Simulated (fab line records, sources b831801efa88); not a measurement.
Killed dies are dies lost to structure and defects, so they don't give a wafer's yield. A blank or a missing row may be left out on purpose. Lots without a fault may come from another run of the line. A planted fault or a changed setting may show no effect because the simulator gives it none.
A sampling plan put to the test | flow sky130 | one fab line, 7 faults that these records tell of, each judged on the records of the lots that it struck
The plan is the line's own looks: the steps of the route at which a gauge or an inspection reads the wafer and doesn't change it. A look can be judged if struck wafers have a number there and the file gives its usual mean and standard deviation on fault-free wafers. Caught: at a look after the fault's first step, the mean of the struck wafers lies 4 or more of those standard deviations (sigma) from the usual mean. On the tool: the same test on the tool's own readings at the fault's steps. Another recipe on the struck wafers, or a record that is blank for them alone, also counts as caught.

THE FAULTS, as the simulator had put them in
1. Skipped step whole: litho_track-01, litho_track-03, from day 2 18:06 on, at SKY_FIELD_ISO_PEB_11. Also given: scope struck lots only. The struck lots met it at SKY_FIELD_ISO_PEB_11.
2. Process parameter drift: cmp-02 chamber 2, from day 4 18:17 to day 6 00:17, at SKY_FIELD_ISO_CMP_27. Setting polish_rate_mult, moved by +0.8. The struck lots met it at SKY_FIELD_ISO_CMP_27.
3. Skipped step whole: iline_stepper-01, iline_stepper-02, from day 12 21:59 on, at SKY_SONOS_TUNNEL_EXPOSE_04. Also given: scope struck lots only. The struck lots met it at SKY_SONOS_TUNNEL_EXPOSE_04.
4. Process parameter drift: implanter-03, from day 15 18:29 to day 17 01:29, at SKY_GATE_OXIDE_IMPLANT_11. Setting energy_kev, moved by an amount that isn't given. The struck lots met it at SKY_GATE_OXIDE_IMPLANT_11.
5. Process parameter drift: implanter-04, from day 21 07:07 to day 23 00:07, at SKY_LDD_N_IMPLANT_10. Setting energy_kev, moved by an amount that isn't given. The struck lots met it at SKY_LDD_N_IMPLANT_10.
6. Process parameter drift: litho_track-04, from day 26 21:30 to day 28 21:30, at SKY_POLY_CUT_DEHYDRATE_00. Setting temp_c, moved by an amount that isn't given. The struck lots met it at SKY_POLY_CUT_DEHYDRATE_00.
7. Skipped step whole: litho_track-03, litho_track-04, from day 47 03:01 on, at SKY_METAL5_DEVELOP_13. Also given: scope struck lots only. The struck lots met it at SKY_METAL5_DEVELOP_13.

WHAT THE PLAN SAW
fault | on the tool itself                               | first look that catches it                      | reading, sigma | median hours from its first step to that look | hours from the fault's start to the first struck lot there | judged looks passed uncaught
1     | no reading that can be judged                    | no look after it can be judged                  | -              | -                                             | -                                                          | 0
2     | time_to_endpoint_s -11 sigma                     | none of the 2 looks that can be judged after it | -              | -                                             | -                                                          | 2
3     | no reading that can be judged                    | not the one look that can be judged after it    | -              | -                                             | -                                                          | 1
4     | beam_energy_keV -99 or beyond sigma              | no look after it can be judged                  | -              | -                                             | -                                                          | 0
5     | beam_energy_keV -99 or beyond sigma              | not the one look that can be judged after it    | -              | -                                             | -                                                          | 1
6     | heater_power_total_W +19 sigma                   | none of the 2 looks that can be judged after it | -              | -                                             | -                                                          | 2
7     | the tool's record is blank for the struck wafers | no look after it can be judged                  | -              | -                                             | -                                                          | 0
A dash: the fault isn't caught, or these records don't give the number.

Caught at a look: 0 of 7. Caught on the tool: 5 of 7. By one or the other: 5 of 7.
Caught on the tool alone: faults 2, 4, 5, 6, 7.
Caught by neither: faults 1, 3.
